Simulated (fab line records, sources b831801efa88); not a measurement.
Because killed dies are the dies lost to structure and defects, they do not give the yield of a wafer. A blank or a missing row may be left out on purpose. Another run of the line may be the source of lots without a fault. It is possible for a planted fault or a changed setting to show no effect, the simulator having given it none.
Which tool is to blame? ; flow gf180mcu ; 12 lots with 36 wafers sampled at 6 steps, on a route of 602 steps

## WHAT THE GAUGES READ, wafer by wafer
GF_HV_LDD_THK_MEAS_57.
lot;measured;on;HV_LDD_CVD_56_THK (nm)
L539;day 12 20:31;film_metro-02;90.9 90.8 91.0
L541;day 13 07:14;film_metro-01;90.8 91.1 91.8
L544;day 14 18:20;film_metro-02;90.3 89.5 90.7
L545;day 15 04:31;film_metro-02;91.4 91.5 91.7
L548;day 15 22:21;film_metro-01;91.3 91.3 91.6
L551;day 16 23:50;film_metro-03;89.6 89.6 89.6
L554;day 18 00:31;film_metro-01;139.5 140.1 139.8
L555;day 18 07:37;film_metro-01;91.1 90.8 89.9
L556;day 18 19:01;film_metro-03;89.6 90.3 89.9
L559;day 19 18:58;film_metro-01;89.2 88.8 88.3
L560;day 20 02:21;film_metro-01;89.6 89.4 90.3
L562;day 20 23:16;film_metro-03;90.1 90.9 90.4

GF_V1_THK_MEAS_01.
lot;measured;on;V1_CVD_00_THK (nm)
L539;day 17 13:43;film_metro-04;604 602 618
L541;day 18 01:22;film_metro-02;606 596 612
L544;day 19 19:44;film_metro-04;594 606 599
L545;day 20 04:51;film_metro-04;602 604 597
L548;day 20 23:42;film_metro-04;593 597 600
L551;day 22 06:53;film_metro-03;600 604 598
L555;day 24 02:25;film_metro-02;595 606 608
L556;day 24 02:46;film_metro-04;593 601 595
L559;day 24 21:21;film_metro-02;597 597 585
L560;day 25 04:11;film_metro-04;606 602 599
L562;day 26 02:52;film_metro-02;597 600 589

GF_V1_OVL_MEAS_15.
lot;measured;on;V1_OVL (nm)
L539;day 18 13:53;overlay-01;12 10 15
L541;day 19 02:12;overlay-02;3 5 9
L544;day 20 21:05;overlay-01;-6 9 7
L545;day 21 05:56;overlay-01;-9 -1 0
L548;day 22 00:32;overlay-02;10 -1 8
L551;day 23 06:46;overlay-02;-3 1 -6
L555;day 25 00:41;overlay-02;-1 -3 -5
L556;day 25 01:38;overlay-02;4 7 10
L559;day 25 22:20;overlay-01;-1 14 8
L560;day 26 03:45;overlay-01;8 5 9
L562;day 27 00:38;overlay-01;-6 -8 -6

## WHAT TOOL EACH LOT RAN ON (gives the tool, then ch and the chambers of the sampled wafers, and finally the start)
lot;GF_HV_LDD_CVD_56;GF_HV_LDD_ETCHBACK_58;GF_SALICIDE_SPUTTER_02
L539;lpcvd-02 ch 0, day 12 19:05;rie_diel-02 ch 0,2,3, day 12 20:35;pvd_sputter-04, day 15 13:21
L541;lpcvd-02 ch 1, day 13 05:49;rie_diel-03 ch 0,3, day 13 07:18;pvd_sputter-02, day 16 00:34
L544;lpcvd-01 ch 0, day 14 16:54;rie_diel-03 ch 0,1,2, day 14 18:23;pvd_sputter-03, day 17 16:07
L545;lpcvd-02 ch 1, day 15 03:04;rie_diel-02 ch 0,1, day 15 04:33;pvd_sputter-03, day 18 01:16
L548;lpcvd-02 ch 0, day 15 20:54;rie_diel-01 ch 0,2, day 15 22:23;pvd_sputter-04, day 18 20:38
L551;lpcvd-01 ch 1, day 16 22:25;rie_diel-01 ch 0,3, day 16 23:54;pvd_sputter-04, day 20 02:32
L554;lpcvd-02 ch 1, day 17 23:05;rie_diel-02 ch 0,1,3, day 18 00:35;-
L555;lpcvd-01 ch 1, day 18 06:10;rie_diel-02 ch 2,3, day 18 07:40;pvd_sputter-03, day 21 09:40
L556;lpcvd-01 ch 0, day 18 17:35;rie_diel-03 ch 0,1,2, day 18 19:04;pvd_sputter-02, day 21 20:55
L559;lpcvd-01 ch 0, day 19 17:31;rie_diel-01 ch 1,3, day 19 19:01;pvd_sputter-03, day 22 21:09
L560;lpcvd-01 ch 1, day 20 00:55;rie_diel-03 ch 1,2, day 20 02:24;pvd_sputter-04, day 23 03:50
L562;lpcvd-01 ch 0, day 20 21:49;rie_diel-01 ch 0,3, day 20 23:19;pvd_sputter-03, day 23 23:00
- GF_HV_LDD_CVD_56: deposits Si3N4 from DCS/NH3, target thk 90 nm, time 1543 s.
- GF_HV_LDD_ETCHBACK_58: etches Si3N4 in CH3F/O2, stops on SiO2, time 100 s, target depth 90 nm.
- GF_SALICIDE_SPUTTER_02: material Co, target thk 10 nm, time 20 s.

## WHAT THE TOOLS THEMSELVES READ (means of the sampled wafers that have a number; where no wafer has one, the mark that the record gives instead)
GF_HV_LDD_CVD_56.
lot;tool;spike_tc_bottom_C (C);spike_tc_centre_C (C);spike_tc_lower_C (C);spike_tc_top_C (C);spike_tc_upper_C (C);susceptor_temp_C (C);zone_power_top_pct (%)
L539;lpcvd-02;785;769.8;769.7;780.1;770.0;770.2;25.0
L541;lpcvd-02;797;768.7;771.7;781.1;770.5;769.9;26.4
L544;lpcvd-01;787;769.4;770.4;784.2;772.4;769.9;30.9
L545;lpcvd-02;797;768.4;771.1;782.0;770.6;770.0;26.4
L548;lpcvd-02;786;769.4;770.4;779.3;770.1;769.8;24.9
L551;lpcvd-01;789;771.1;770.4;786.0;771.5;769.9;30.7
L554;lpcvd-02;819;792.2;793.3;803.0;793.4;770.1;27.6
L555;lpcvd-01;789;772.0;771.3;787.5;771.5;770.0;30.4
L556;lpcvd-01;786;770.4;771.4;784.9;772.6;770.1;30.5
L559;lpcvd-01;787;770.2;771.1;784.5;772.5;769.6;30.7
L560;lpcvd-01;789;771.1;770.4;789.0;770.7;769.6;30.2
L562;lpcvd-01;786;769.6;771.0;784.3;772.9;770.3;30.9

GF_HV_LDD_ETCHBACK_58.
lot;tool;drypump_motor_current_A (A);oes_product_au (a.u.);throttle_valve_pct (%)
L539;rie_diel-02;5.6;0.845;10.552
L541;rie_diel-03;5.7;0.844;10.568
L544;rie_diel-03;5.8;0.842;10.555
L545;rie_diel-02;5.8;0.850;10.567
L548;rie_diel-01;5.6;0.855;10.557
L551;rie_diel-01;5.6;0.837;10.563
L554;rie_diel-02;5.5;1.011;10.591
L555;rie_diel-02;5.4;0.847;10.563
L556;rie_diel-03;5.8;0.845;10.564
L559;rie_diel-01;5.9;0.837;10.553
L560;rie_diel-03;6.3;0.842;10.550
L562;rie_diel-01;5.6;0.840;10.564

GF_SALICIDE_SPUTTER_02.
lot;tool;throttle_valve_pct (%)
L539;pvd_sputter-04;30.7
L541;pvd_sputter-02;29.7
L544;pvd_sputter-03;30.8
L545;pvd_sputter-03;30.6
L548;pvd_sputter-04;30.7
L551;pvd_sputter-04;30.7
L555;pvd_sputter-03;30.8
L556;pvd_sputter-02;29.6
L559;pvd_sputter-03;30.8
L560;pvd_sputter-04;31.1
L562;pvd_sputter-03;30.9

## THE ANSWER, worked out from the rows above alone
Rule: what is usual is taken from the lots themselves. Put in order of their means at a reading, lots are off if they are a third of the lots or fewer, leave a main group of 4 or more, and stand apart from it by a gap of 3 or more times the standard deviation of the main group's means; of several such gaps the widest counts. Not used: any main group whose means are identical at the precision the tables above print for the reading. A lot without any number at a reading at which 4 lots or more have one is off too. Where the step has rows for the other lots, those lots are counted as sound. First the gauges in route order, then the tools' own readings, where a lot's mean is used as printed above. The first step at which some lot is off is used, and at that step the reading that is off furthest; a lot without a number counts as furthest.
Off: at GF_HV_LDD_THK_MEAS_57 (HV_LDD_CVD_56_THK), L554. Mean 90.4 nm and standard deviation 0.81 in the main group.
A tool fits if, at a process step before that reading, it ran every lot that is off, and no sound lot after the first of them. Not tried: the gauges at GF_HV_LDD_THK_MEAS_57; whatever is off there is also off at GF_HV_LDD_CVD_56, on other tools, and gauge error can't account for it. One fits: GF_HV_LDD_CVD_56 on lpcvd-02. A fault onset in the window from L548 (day 15 20:54, its last sound lot) to L554 (day 17 23:05, its first lot off) fits.
The tool's own readings at GF_HV_LDD_CVD_56 bear it out: on the lots that are off they differ by more than 5 times the standard deviation of the sound lots' means. spike_tc_bottom_C reads 819 C there against 789 C on the sound lots; spike_tc_centre_C reads 792.2 C there against 770.0 C on the sound lots; spike_tc_lower_C reads 793.3 C there against 770.8 C on the sound lots; spike_tc_top_C reads 803.0 C there against 783.9 C on the sound lots; spike_tc_upper_C reads 793.4 C there against 771.4 C on the sound lots.

## WHAT THE SIMULATOR HAD PUT IN
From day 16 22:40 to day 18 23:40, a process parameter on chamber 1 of lpcvd-02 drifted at GF_HV_LDD_CVD_56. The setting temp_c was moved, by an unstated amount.
Lots struck among those shown: L554. Same finding as the rule above.
